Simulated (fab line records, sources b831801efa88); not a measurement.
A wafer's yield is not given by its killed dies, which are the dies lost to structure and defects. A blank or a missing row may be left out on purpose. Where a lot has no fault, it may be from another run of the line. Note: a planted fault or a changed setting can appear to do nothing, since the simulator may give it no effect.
fab line records	flow sky130
[record] lots = 12	wafers = 35	last_day = 50
route steps=708 shown LOCAL_INTERCONNECT@399 CONTACT@424 METAL2@502 PAD_OPEN@708
lots untouched by any fault: they come from a run of this same line in which no faults occurred
start_h: the number of hours between the record's first day and the start of the first shown wafer of the lot	wait_h: how many hours have passed since the lot's step before this one	" identical to the entry in the row above	L1.1+2: one row covering several wafers at once	- either no value or no given start	* or withheld: withheld	< > ~ a bound
route shown NAME@n: NAME is a module with steps in the file, n the number in the route of the first one	usual: the fault-free wafers' mean and standard deviation	same: alike in all rows	chamber/n: place in a boat	sites: the reading at each site	_std_site: the values' standard deviation	_edge_site: mean of outer sites minus mean of inner sites	radius_mm: for every site, how far away it sits from the centre of the wafer	mask NAME#n: copy n	behind: the tool/chamber that last shaped the wafer	hold: what put the lot on hold/how long, in hours/how the hold closed	device: transistor that didn't switch, given as n, p or np	end of line: tests of these same wafers at the route's end	a step with no rows: only its recipe	killed: dies lost to structure and defects at the first sort, not the wafer's yield	map: per-die view of a wafer (x killed, . not killed, _ where there is no die)
set.NAME: the setting that was run; set.NAME@STEP: the one run at that earlier step	model.NAME: the simulator's own value behind a step, which no gauge read
one table for each step of the route and one row for each wafer, over a sample of lots
services: a tool's chamber out of use, with start hour (start_h, from the record's first day; less than 0 if before it), hours out, and reason
[[steps]]
[step SKY_LOCAL_INTERCONNECT_OVL_MEAS_12]
[usual] LOCAL_INTERCONNECT_OVL = -2/5.2
lot.wafer	tool	chamber	start_h	wait_h	LOCAL_INTERCONNECT_OVL[nm]
L525.1	overlay-02	-	716.03	0.1	1
L525.2	"	-	"	"	2
L525.6	"	-	"	"	-1
L526.1	overlay-02	-	723.93	0.1	-4
L526.3	"	-	"	"	-3
L526.5	"	-	"	"	-11
L528.2	overlay-02	-	743.14	0.1	6
L528.3	"	-	"	"	-1
L528.4	"	-	"	"	7
L531.1	overlay-01	-	773.88	0.1	1
L531.4	"	-	"	"	-1
L531.6	"	-	"	"	-7
L535.2	overlay-01	-	802.99	0.1	-7
L535.4	"	-	"	"	-8
L535.5	"	-	"	"	-4
L536.4	overlay-02	-	806.95	0.1	5
L536.6	"	-	"	"	10
L539.1	overlay-01	-	829.13	0.1	-8
L539.2	"	-	"	"	-8
L539.3	"	-	"	"	-3
L540.2	overlay-01	-	834.46	0.1	-5
L540.4	"	-	"	"	-4
L540.6	"	-	"	"	2
L542.4	overlay-02	-	848.25	0.1	1
L542.5	"	-	"	"	1
L542.6	"	-	"	"	-6
L543.3	overlay-01	-	850.04	0.1	-4
L543.4	"	-	"	"	-7
L543.6	"	-	"	"	-8
L544.1	overlay-02	-	854.83	0.1	4
L544.4	"	-	"	"	-6
L544.5	"	-	"	"	6
L547.1	overlay-02	-	880.08	0.1	5
L547.3	"	-	"	"	-4
L547.6	"	-	"	"	3
[step SKY_CONTACT_ETCH_18]
[recipe] target = Si3N4	chemistry = CHF3/O2	stop_on = TiN	source_w = 600	bias_w = 200	pressure_mtorr = 40	chf3_flow_sccm = 50	O2_flow_sccm = 5	time_s = 39	target_depth_a = 750
[usual] drypump_motor_current_A = 5.8/0.51	oes_product_au = 0.857/0.0083	throttle_valve_pct = 8.794/0.0089
lot.wafer	tool	chamber	start_h	wait_h	drypump_motor_current_A	oes_product_au	rf_hours_counter_h	throttle_valve_pct
L525.1	rie_diel-01	0	-	-	5.2	0.859	23	8.795
L525.2	"	2	"	"	6.1	0.859	1	8.803
L525.6	"	0	"	"	5.2	0.873	-	8.793
L526.1	rie_diel-02	0	-	-	5.7	0.857	15	8.794
L526.3	"	3	"	"	6.6	0.850	1	8.790
L526.5	"	0	"	"	5.7	0.858	-	8.804
L528.2	rie_diel-04	1	-	-	6.1	0.845	8	8.794
L528.3	"	3	"	"	4.7	0.858	-	8.808
L528.4	"	1	"	"	6.2	0.870	-	8.786
L531.1	rie_diel-01	0	-	-	5.2	0.871	24	8.793
L531.4	"	1	"	"	6.2	0.872	11	8.785
L531.6	"	1	"	"	6.1	0.868	-	8.799
L535.2	rie_diel-02	1	-	-	5.7	0.852	12	8.796
L535.4	"	0	"	"	5.7	0.870	18	8.788
L535.5	"	2	"	"	5.4	0.859	-	8.807
L536.4	rie_diel-04	3	-	-	4.7	0.859	-	8.796
L536.6	"	2	"	"	5.6	0.852	-	8.804
L539.1	rie_diel-02	1	-	-	5.6	0.836	12	8.788
L539.2	"	2	"	"	5.5	0.865	10	8.799
L539.3	"	0	"	"	5.7	0.854	18	8.791
L540.2	rie_diel-04	0	-	-	6.3	0.855	0	8.785
L540.4	"	1	"	"	6.1	0.856	11	8.797
L540.6	"	3	"	"	4.7	0.862	-	8.785
L542.4	rie_diel-01	0	-	-	5.2	0.854	27	8.815
L542.5	"	1	"	"	6.2	0.859	-	8.789
L542.6	"	2	"	"	6.1	0.869	-	8.800
L543.3	rie_diel-01	2	-	-	6.1	0.853	5	8.787
L543.4	"	1	"	"	6.2	0.848	13	8.787
L543.6	"	3	"	"	6.1	0.857	-	8.788
L544.1	rie_diel-02	1	-	-	5.5	0.849	13	8.787
L544.4	"	0	"	"	5.7	0.857	19	8.799
L544.5	"	1	"	"	5.5	0.853	-	8.795
L547.1	rie_diel-04	3	-	-	4.7	0.834	3	8.804
L547.3	"	2	"	"	5.6	0.842	19	8.792
L547.6	"	0	"	"	6.3	0.842	-	8.797
[step SKY_CONTACT_THK_MEAS_26]
[recipe] thk_meas_gauge = xrf	reads = W_of_CONTACT_CVD_24
[usual] CONTACT_W_THK = 339/5.7
lot.wafer	tool	chamber	start_h	wait_h	CONTACT_W_THK[nm]
L525.1	film_metro-03	-	745.78	0.1	333
L525.2	"	-	"	"	333
L525.6	"	-	"	"	331
L526.1	film_metro-02	-	753.38	0.1	341
L526.3	"	-	"	"	338
L526.5	"	-	"	"	344
L528.2	film_metro-02	-	772.10	0.1	345
L528.3	"	-	"	"	342
L528.4	"	-	"	"	339
L531.1	film_metro-01	-	803.01	0.1	339
L531.4	"	-	"	"	336
L531.6	"	-	"	"	339
L535.2	film_metro-03	-	832.14	0.1	340
L535.4	"	-	"	"	337
L535.5	"	-	"	"	336
L536.4	film_metro-01	-	836.01	0.1	333
L536.6	"	-	"	"	332
L539.1	film_metro-03	-	857.58	0.1	335
L539.2	"	-	"	"	334
L539.3	"	-	"	"	332
L540.2	film_metro-01	-	863.98	0.1	338
L540.4	"	-	"	"	340
L540.6	"	-	"	"	330
L542.4	film_metro-02	-	876.66	0.1	349
L542.5	"	-	"	"	350
L542.6	"	-	"	"	344
L543.3	film_metro-03	-	878.05	0.1	335
L543.4	"	-	"	"	341
L543.6	"	-	"	"	339
L544.1	film_metro-03	-	883.06	0.1	350
L544.4	"	-	"	"	339
L544.5	"	-	"	"	348
L547.1	film_metro-02	-	908.59	0.1	336
L547.3	"	-	"	"	340
L547.6	"	-	"	"	340
[step SKY_METAL2_METAL_ETCH_19]
[recipe] target_depth_a = 3600	stop_on = SiO2	over_etch_frac = 0.3	time_s = 78	chemistry = Cl2/BCl3	resist_sidewall_deg = 88	pressure_mtorr = 10	icp_w = 900	bias_w = 48.5	Cl2_flow_sccm = 60	bcl3_flow_sccm = 30
[usual] drypump_motor_current_A = 6.1/0.4	oes_product_au = 0.855/0.0063	throttle_valve_pct = 22.264/0.0086
lot.wafer	tool	chamber	start_h	wait_h	drypump_motor_current_A	oes_product_au	rf_hours_counter_h	throttle_valve_pct
L525.1	rie_metal-01	1	829.61	0.0	6.5	0.859	2	22.263
L525.2	"	0	"	"	6.3	0.864	6	22.272
L525.6	"	1	"	"	6.5	0.853	-	22.258
L526.1	rie_metal-01	0	837.54	0.0	6.4	0.859	6	22.276
L526.3	"	0	"	"	6.4	0.853	-	22.257
L526.5	"	0	"	"	6.4	0.845	-	22.258
L528.2	rie_metal-04	1	854.61	0.0	6.0	0.857	14	22.258
L528.3	"	1	"	"	5.9	0.856	-	22.270
L528.4	"	0	"	"	5.3	0.847	-	22.260
L531.1	rie_metal-04	0	885.56	0.0	5.4	0.865	12	22.254
L531.4	"	0	"	"	5.3	0.853	-	22.265
L531.6	"	1	"	"	5.9	0.851	-	22.270
L535.2	rie_metal-03	1	913.98	0.0	6.3	0.849	4	22.265
L535.4	"	0	"	"	5.8	0.844	-	22.258
L535.5	"	1	"	"	6.3	0.846	-	22.258
L536.4	rie_metal-04	1	917.26	0.1	5.9	0.853	-	22.268
L536.6	"	0	"	"	5.4	0.859	-	22.286
L539.1	rie_metal-03	1	938.76	0.0	6.3	0.799	5	22.251
L539.2	"	0	"	"	5.8	0.792	5	22.270
L539.3	"	1	"	"	6.4	0.812	-	22.272
L540.2	rie_metal-03	1	945.41	0.0	6.3	0.805	5	22.268
L540.4	"	1	"	"	6.3	0.802	-	22.272
L540.6	"	1	"	"	6.3	0.798	-	22.262
L542.4	rie_metal-04	1	954.24	0.1	6.0	0.854	-	22.272
L542.5	"	0	"	"	5.4	0.854	-	22.259
L542.6	"	1	"	"	5.9	0.856	-	22.263
L543.3	rie_metal-01	1	955.22	0.1	6.5	0.860	-	22.273
L543.4	"	0	"	"	6.4	0.861	-	22.263
L543.6	"	1	"	"	6.5	0.858	-	22.278
L544.1	rie_metal-01	1	962.41	0.0	6.5	0.850	8	22.272
L544.4	"	1	"	"	6.5	0.863	-	22.250
L544.5	"	1	"	"	6.5	0.860	-	22.276
L547.1	rie_metal-01	0	984.11	0.0	6.3	0.860	13	22.262
L547.3	"	1	"	"	6.5	0.856	-	22.286
L547.6	"	1	"	"	6.5	0.847	-	22.256
[step SKY_METAL2_STRIP_20]
[recipe] chemistry = O2/N2	power_w = 1400	pressure_mtorr = 1500	platen_temp_c = withheld	o2_flow_sccm = 3000	n2_flow_sccm = 300	overash_fraction = 0.5
[usual] drypump_motor_current_A = 5.8/0.35	oes_product_au = 0.342/0.0048	strip_time_to_endpoint_s = 2.69/0.057
lot.wafer	tool	chamber	start_h	wait_h	drypump_motor_current_A	oes_product_au	rf_hours_counter_h	strip_time_to_endpoint_s
L525.1	plasma_asher-04	0	829.70	0.1	5.9	0.339	69	2.57
L525.2	"	1	"	"	6.5	0.343	69	2.72
L525.6	"	1	"	"	6.5	0.343	-	2.60
L526.1	plasma_asher-03	1	837.63	0.1	5.5	0.337	104	2.72
L526.3	"	0	"	"	5.5	0.341	-	2.69
L526.5	"	0	"	"	5.5	0.347	-	2.69
L528.2	plasma_asher-02	1	854.70	0.1	6.3	0.335	40	2.65
L528.3	"	1	"	"	6.3	0.347	-	2.68
L528.4	"	0	"	"	5.7	0.341	-	2.67
L531.1	plasma_asher-02	1	885.65	0.1	6.3	0.343	43	2.73
L531.4	"	1	"	"	6.2	0.345	-	2.74
L531.6	"	0	"	"	5.7	0.343	-	2.73
L535.2	plasma_asher-03	1	914.07	0.1	5.5	0.347	112	2.74
L535.4	"	1	"	"	5.6	0.342	-	2.75
L535.5	"	1	"	"	5.5	0.338	-	2.73
L536.4	plasma_asher-03	0	917.35	0.1	5.5	0.344	-	2.65
L536.6	"	0	"	"	5.5	0.339	-	2.65
L539.1	plasma_asher-04	0	938.85	0.1	6.0	0.382	78	3.52
L539.2	"	1	"	"	6.5	0.368	78	3.52
L539.3	"	0	"	"	5.9	0.378	-	3.47
L540.2	plasma_asher-02	1	945.50	0.1	6.2	0.379	50	3.54
L540.4	"	1	"	"	6.3	0.379	-	3.52
L540.6	"	0	"	"	5.7	0.375	-	3.56
L542.4	plasma_asher-03	0	954.34	0.1	5.5	0.340	-	2.73
L542.5	"	0	"	"	5.5	0.341	-	2.71
L542.6	"	1	"	"	5.5	0.338	-	2.70
L543.3	plasma_asher-03	0	955.31	0.1	5.5	0.342	-	2.63
L543.4	"	1	"	"	5.5	0.350	-	2.78
L543.6	"	1	"	"	5.5	0.332	-	2.59
L544.1	plasma_asher-04	0	962.50	0.1	5.9	0.341	81	2.58
L544.4	"	1	"	"	6.4	0.338	-	2.58
L544.5	"	0	"	"	5.9	0.343	-	2.61
L547.1	plasma_asher-04	1	984.20	0.1	6.5	0.342	83	2.78
L547.3	"	1	"	"	6.4	0.347	-	2.64
L547.6	"	0	"	"	5.9	0.340	-	2.60
[step SKY_PAD_OPEN_PROBE_99]
[usual] defect_limited_yield = 82.6/1.8	killed_at_M0_to_M3 = 43/6.3	killed_at_M4_up = 3.0/1.6	killed_at_contacts = 25/5	killed_at_front_end = 15/4.4	killed_at_other = 0.3/0.8	killed_dies = 85/8.7	killed_on_rim = 17/3.7	killed_open = 47/6.9	killed_short = 38/6.3
[same] gross_dies = 492	killed_at_back_side = 0
lot.wafer	tool	chamber	start_h	wait_h	defect_limited_yield[%]	killed_at_M0_to_M3	killed_at_M4_up	killed_at_contacts	killed_at_front_end	killed_at_other	killed_dies	killed_on_rim	killed_open	killed_short
L535.2	prober-02	-	1152.64	0.1	83.9	36	4	21	18	0	79	13	43	34
L535.4	prober-02	-	1152.74	0.2	82.7	48	1	22	14	0	85	17	45	40
L535.5	prober-02	-	1152.79	0.2	83.9	41	4	16	18	0	79	17	44	35
L540.2	prober-01	-	1171.86	0.1	0	450	4	29	9	0	492	96	51	28
L540.4	prober-01	-	1171.96	0.2	0	461	1	22	8	0	492	96	48	31
L540.6	prober-01	-	1172.06	0.2	0	441	2	33	16	0	492	96	54	40
L543.3	prober-02	-	1179.13	0.2	83.3	39	4	21	17	1	82	14	42	40
L543.4	prober-02	-	1179.18	0.2	81.1	43	4	29	16	1	93	21	39	54
L543.6	prober-02	-	1179.28	0.2	81.5	56	3	21	11	0	91	19	39	52
L542.4	prober-01	-	1179.51	0.2	83.7	37	1	27	14	1	80	13	48	32
L542.5	prober-01	-	1179.56	0.2	82.5	38	3	34	11	0	86	14	49	37
L542.6	prober-01	-	1179.61	0.2	82.1	45	3	23	17	0	88	18	49	39
L544.1	prober-02	-	1182.12	0.1	84.8	42	2	19	9	3	75	12	44	31
L544.4	prober-02	-	1182.27	0.2	81.9	46	4	27	12	0	89	19	59	30
L544.5	prober-02	-	1182.32	0.2	80.3	45	5	31	16	0	97	21	56	41
// killed by level:class
L535.2 VIA1:geometric_particle:open=15 LI_CONTACT:geometric_particle:open=7 FIELD_ISO:geometric_particle:short=6 POLY_GATE:geometric_particle:open=6 VIA2:geometric_particle:open=6 LOCAL_INTERCONNECT:geometric_particle:short=5 CONTACT:geometric_particle:open=4 POLY_GATE:geometric_particle:short=4
L535.4 VIA1:geometric_particle:open=9 LI_CONTACT:geometric_particle:open=8 METAL2:geometric_particle:short=7 METAL1:geometric_particle:short=6 VIA3:geometric_particle:open=6 POLY_GATE:geometric_particle:open=5 CONTACT:geometric_particle:open=5 VIA2:geometric_particle:open=5
L535.5 VIA1:geometric_particle:open=11 CONTACT:geometric_particle:open=7 METAL1:geometric_particle:short=6 LI_CONTACT:geometric_particle:open=5 VIA2:geometric_particle:open=5 FIELD_ISO:geometric_particle:short=4 VIA3:geometric_particle:open=4 METAL3:geometric_particle:short=4
L540.2 METAL2:area_etch=413 CONTACT:geometric_particle:open=12 LI_CONTACT:geometric_particle:open=9 VIA1:geometric_particle:open=7 METAL2:geometric_particle:short=5 VIA2:geometric_particle:open=5 VIA3:geometric_particle:open=4 LOCAL_INTERCONNECT:geometric_particle:short=3
L540.4 METAL2:area_etch=413 VIA1:geometric_particle:open=13 VIA2:geometric_particle:open=9 LI_CONTACT:geometric_particle:short=6 LI_CONTACT:geometric_particle:open=5 CONTACT:geometric_particle:short=5 VIA3:geometric_particle:open=5 FIELD_ISO:geometric_particle:open=4
L540.6 METAL2:area_etch=398 CONTACT:geometric_particle:open=15 VIA1:geometric_particle:open=9 METAL2:geometric_particle:short=6 POLY_GATE:geometric_particle:open=5 LI_CONTACT:geometric_particle:open=5 VIA2:geometric_particle:open=5 VIA3:geometric_particle:short=5
L543.3 VIA1:geometric_particle:open=12 CONTACT:geometric_particle:open=7 VIA1:geometric_particle:short=7 CONTACT:geometric_particle:short=6 FIELD_ISO:geometric_particle:open=5 POLY_GATE:geometric_particle:open=5 VIA3:geometric_particle:open=4 METAL4:geometric_particle:short=4
L543.4 CONTACT:geometric_particle:open=11 VIA1:geometric_particle:short=11 VIA1:geometric_particle:open=9 CONTACT:geometric_particle:short=8 METAL1:geometric_particle:short=7 LOCAL_INTERCONNECT:geometric_particle:short=5 SPACER:geometric_particle:open=4 VIA3:geometric_particle:open=4
L543.6 VIA1:geometric_particle:open=13 CONTACT:geometric_particle:open=9 METAL1:geometric_particle:short=9 LOCAL_INTERCONNECT:geometric_particle:short=7 VIA1:geometric_particle:short=7 VIA3:geometric_particle:short=7 FIELD_ISO:geometric_particle:short=5 VIA3:geometric_particle:open=5
L542.4 LI_CONTACT:geometric_particle:open=11 VIA1:geometric_particle:open=10 CONTACT:geometric_particle:short=6 VIA1:geometric_particle:short=6 VIA2:geometric_particle:open=5 CONTACT:geometric_particle:open=5 FIELD_ISO:geometric_particle:open=4 METAL1:geometric_particle:short=4
L542.5 CONTACT:geometric_particle:open=10 CONTACT:geometric_particle:short=10 VIA2:geometric_particle:open=7 VIA3:geometric_particle:open=7 LI_CONTACT:geometric_particle:open=6 VIA1:geometric_particle:open=6 POLY_GATE:geometric_particle:open=4 LOCAL_INTERCONNECT:geometric_particle:short=4
L542.6 VIA2:geometric_particle:open=12 LI_CONTACT:geometric_particle:open=7 CONTACT:geometric_particle:open=7 VIA3:geometric_particle:open=7 VIA1:geometric_particle:open=6 FIELD_ISO:geometric_particle:short=5 LOCAL_INTERCONNECT:geometric_particle:short=5 METAL1:geometric_particle:short=5
L544.1 VIA1:geometric_particle:open=10 VIA2:geometric_particle:open=7 VIA3:geometric_particle:open=7 FIELD_ISO:geometric_particle:open=5 LI_CONTACT:geometric_particle:open=5 CONTACT:geometric_particle:open=5 METAL1:geometric_particle:short=5 METAL2:geometric_particle:short=4
L544.4 CONTACT:geometric_particle:open=12 VIA1:geometric_particle:open=12 VIA2:geometric_particle:open=11 VIA3:geometric_particle:open=9 LI_CONTACT:geometric_particle:open=8 VIA1:geometric_particle:short=6 LOCAL_INTERCONNECT:geometric_particle:short=3 FIELD_ISO:geometric_particle:open=3
L544.5 CONTACT:geometric_particle:open=14 VIA1:geometric_particle:open=12 METAL1:geometric_particle:short=8 VIA2:geometric_particle:open=8 LI_CONTACT:geometric_particle:open=7 METAL2:geometric_particle:short=6 VIA3:geometric_particle:open=6 POLY_GATE:geometric_particle:short=5
[[services]]
tool	chamber	start_h	hours	kind
rie_diel-04	3	735.53	1.6	repair
rie_diel-02	1	737.66	4.7	repair
rie_diel-02	1	752.63	10.7	repair
rie_diel-04	2	759.06	26.2	repair
rie_diel-04	0	759.63	13.1	repair
rie_diel-04	1	759.67	3.8	repair
rie_diel-02	-	762.06	1.2	repair
plasma_asher-03	-	762.87	4.5	repair
rie_diel-01	0	779.55	3.6	repair
plasma_asher-03	-	782.71	1.7	repair
plasma_asher-03	-	790.51	2.8	pm
rie_metal-01	-	806.79	14.6	pm
rie_diel-04	1	815.68	15.1	repair
rie_metal-01	-	840.98	0.2	repair
rie_metal-01	0	868.45	6.0	repair
rie_diel-02	-	876.56	2.8	pm
rie_diel-02	-	881.02	0.5	repair
rie_diel-01	1	903.49	4.0	repair
plasma_asher-04	-	910.00	14.6	pm
rie_diel-01	3	913.95	4.1	repair
rie_metal-01	-	935.23	0.3	repair
rie_diel-02	0	944.45	8.4	repair
rie_diel-01	3	961.25	21.6	repair
rie_metal-01	-	966.71	1.4	pm
[[key]]
[first_sign] step = SKY_METAL2_METAL_ETCH_19	reading = oes_product_au	direction = down	sigmas = 8.5	usual = 0.855	struck = 0.801
[effect] step = SKY_METAL2_STRIP_20	reading = strip_time_to_endpoint_s	direction = up	sigmas = 15	usual = *	struck = *
[effect] step = SKY_PAD_OPEN_PROBE_99	reading = killed_at_M0_to_M3	direction = up	sigmas = 65	usual = 43	struck = 451
[more_kills_born_at] SKY_METAL2_METAL_ETCH_19@rie_metal-03 = 1224
met_at SKY_METAL2_METAL_ETCH_19
struck_lots L539,L540
rows_end L539.1,L539.2,L539.3
later_rows_left_out L540.2,L540.4,L540.6
not_acting_at SKY_LOCAL_INTERCONNECT_OVL_MEAS_12,SKY_CONTACT_ETCH_18,SKY_CONTACT_THK_MEAS_26
onset_between 913.98 938.76
[fault] kind = process_parameter_drift	tool = rie_metal-03	chamber = -	onset_h = 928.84	steps = SKY_METAL2_METAL_ETCH_19	channel = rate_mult	offset = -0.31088	shape = step
// later_rows_left_out: the simulator's readings of these wafers behind a module that went badly wrong aren't trusted and aren't shown, but for the sort
// rows_end: these wafers met a further fault down the route, and their rows from its step on are left out
